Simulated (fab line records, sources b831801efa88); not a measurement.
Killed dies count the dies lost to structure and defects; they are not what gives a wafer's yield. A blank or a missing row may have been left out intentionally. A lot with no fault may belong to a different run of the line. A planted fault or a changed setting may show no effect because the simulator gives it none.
8D (eight disciplines) problem report, filled in by code / flow sky130 / the parts of the form that need people (team, actions taken, sign-off) are left out

== 1. WHAT WENT WRONG ==
A mean of 292 is read at SKY_PAD_OPEN_PROBE_99 for killed_at_M0_to_M3, taken on 1 wafer of 1 lot, against 45 (standard deviation 7) on wafers free of any fault. That is +35 standard deviations from the usual mean.
Earliest sighting: wafer L317.4 on prober-02 at day 48 05:30. The record has a number at this step for 33 wafers belonging to 11 lots. The rule behind "out" and "out of limits": a value lying over 4 standard deviations away from the usual mean. The rest of the wafers with a number are treated as sound.

== 2. WHAT THIS IS AND IS NOT ==
question=which readings at this step | is=killed_at_M0_to_M3, defect-limited-yield, killed-dies, killed-on-rim, sort_bin_3_pad_short, sort_bin_5_function, sort_bin_6_memory, sort-n-pass, sort-yield-pct | is not=killed_at_M4_up, killed-at-contacts, killed-at-other, killed-open
question=which lots | is=L317 | is not=L306, L307, L308, L309, L312, L320, L325, L326, L328, L329
question=which wafers of those lots | is=L317.4 | is not=L317.1, L317.5
question=read on which tools | is=prober-02 | is not=prober-01
question=when | is=from day 48 05:30 | is not=up to then (16 sound wafers); but 16 sound wafers of L317, L320, L325, L326, L328, L329 came after

== 3. THE SUSPECTS, EACH WITH WHAT RULES IT OUT ==
Counting: any tool at a process step up to the reading remains a suspect provided it ran every lot that is out. Sound lots after the first of them don't rule it out here, since some wafers of a struck lot are sound.
- cmp-01 at SKY_VIA1_CMP_24 (polishes, stops on SiO2, t overpolish 15 s, target thk 0 nm): kept. It processed L317, the lot that is out, at day 37 05:34, and its most recent sound lot before then was L312 at day 35 23:52.
- pvd-sputter-01 at SKY_VIA4_SPUTTER_17 (material TiN, target thk 20 nm, time 80 s): kept. It processed L317, the lot that is out, at day 45 12:50, and its most recent sound lot before then was L309 at day 43 18:47.
- pecvd-02 at SKY_PASSIVATION_CVD_00 (deposits SiO2, target thk 90 nm): kept. It processed L317, the lot that is out, at day 46 11:19, and its most recent sound lot before then was L312 at day 45 11:57.
- prober-02 at SKY_PAD_OPEN_PROBE_99: kept. It processed L317, the lot that is out, at day 48 05:21, and its most recent sound lot before then was L312 at day 47 08:59. Its own readings are out on those wafers: defect-limited-yield, killed_at_M0_to_M3, killed-dies, killed-on-rim, sort_bin_3_pad_short, sort_bin_5_function, sort_bin_6_memory, sort-n-pass, sort-yield-pct.
- In cmp-01 at SKY_VIA1_CMP_24, the wafers that are out were processed in chamber 2 and their sound lot-mates in chambers 1, 3.
Left after counting: cmp-01 at SKY_VIA1_CMP_24, pvd-sputter-01 at SKY_VIA4_SPUTTER_17, pecvd-02 at SKY_PASSIVATION_CVD_00, prober-02 at SKY_PAD_OPEN_PROBE_99.

== 4. THE CAUSE (what the simulator had put in) ==
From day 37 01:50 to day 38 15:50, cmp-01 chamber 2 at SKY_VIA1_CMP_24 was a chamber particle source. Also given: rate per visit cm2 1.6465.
After counting, 4 suspects remain, this tool included.

== 5. THE CHAIN OF EFFECTS, in route order ==
Rows list readings where the struck wafers' mean (over those with a number) sits beyond 3 standard deviations from the usual. Scope: only readings with a usual standard deviation given in the record; hours: median across lots of the time from each lot's start at the first step in this table that gives one to its start at this step; sigmas: change in usual standard deviations.
hours=0; step=SKY_PAD_OPEN_PROBE_99; reading=defect-limited-yield; usual=82.0 %; on struck wafers=35.4; change=-46.6; sigmas=-22
hours=0; step=SKY_PAD_OPEN_PROBE_99; reading=killed_at_M0_to_M3; usual=45; on struck wafers=292; change=+247; sigmas=+35
hours=0; step=SKY_PAD_OPEN_PROBE_99; reading=killed-dies; usual=89; on struck wafers=318; change=+229; sigmas=+23
hours=0; step=SKY_PAD_OPEN_PROBE_99; reading=killed-on-rim; usual=17; on struck wafers=58; change=+41; sigmas=+12
hours=0; step=SKY_PAD_OPEN_PROBE_99; reading=sort_bin_3_pad_short; usual=0.9 %; on struck wafers=4.5; change=+3.6; sigmas=+9.2
hours=0; step=SKY_PAD_OPEN_PROBE_99; reading=sort_bin_5_function; usual=10.7 %; on struck wafers=42.7; change=+32.0; sigmas=+21
hours=0; step=SKY_PAD_OPEN_PROBE_99; reading=sort_bin_6_memory; usual=6.4 %; on struck wafers=17.5; change=+11.1; sigmas=+10
hours=0; step=SKY_PAD_OPEN_PROBE_99; reading=sort-n-pass; usual=403; on struck wafers=174; change=-229; sigmas=-23
hours=0; step=SKY_PAD_OPEN_PROBE_99; reading=sort-yield-pct; usual=82.0 %; on struck wafers=35.4; change=-46.6; sigmas=-22
It contains these process steps:
- SKY_PAD_OPEN_PROBE_99

== 6. HOW IT WOULD HAVE BEEN CAUGHT EARLIER ==
In this record the first reading out of limits was taken at day 48 05:30, 268 hours after the fault began at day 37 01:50.
Of the tool readings at SKY_VIA1_CMP_24 for which the record gives a usual standard deviation, none was out on any struck wafer, so an alarm limit of 4 standard deviations on them would not have fired.
Lots out: 1; all had begun SKY_VIA1_CMP_24 on cmp-01 by day 48 05:30. None of them would have been spared by holding the tool at that moment.
